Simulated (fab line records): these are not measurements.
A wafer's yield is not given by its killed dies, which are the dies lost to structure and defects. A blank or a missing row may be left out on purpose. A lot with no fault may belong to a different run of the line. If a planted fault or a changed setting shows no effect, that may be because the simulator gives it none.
Matching of chambers ; flow gf180mcu ; 4 sister chambers for GF_POLY_GATE_ETCH_13 on rieSi-01
The step etches poly-Si in HBr/Cl2, stops on SiO2, target depth 198.5 nm, time 69.6 s. 4 wafers are shown with their chamber, then 7 later ones without.

## EACH WAFER AND ITS CHAMBER
wafer;chamber;throttleValvePct (%)
L998.3;0;33.679
L104.5;2;33.689
L105.5;3;33.679
L106.5;1;33.687

## WAFERS WHOSE CHAMBER IS MISSING
wafer;throttleValvePct (%)
L106.6;33.683
L116.1;33.692
L116.2;33.678
L116.6;33.697
L118.1;33.676
L118.2;33.684
L118.6;33.677

## WHICH CHAMBER EACH ONE RAN IN
wafer;from the rows above;in truth
L106.6;can't be placed: 0 or 1 or 3 or 2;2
L116.1;can't be placed: 2 or 1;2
L116.2;can't be placed: 0 or 3 or 1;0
L116.6;can't be placed: 2 or 1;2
L118.1;can't be placed: 0 or 3 or 1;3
L118.2;can't be placed: 1 or 0 or 3 or 2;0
L118.6;can't be placed: 0 or 3 or 1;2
Placed correctly: 0 of 7. These rows do not allow placing 7 (true chamber among the candidates in 6). Wrongly placed: 0.
How it was worked out, from the rows above alone: a wafer's distance from a chamber is the root of the sum, over the readings, of the square of ((its reading less the chamber's mean) divided by the reading's scatter). The wafer belongs to the nearest chamber; if the next one is less than 2 further off, it can't be placed. For every chamber, the mean is computed from those of its wafers that are shown. The scatter: root of mean squared gap, hidden wafer to nearest shown wafer, with one shown wafer a chamber.
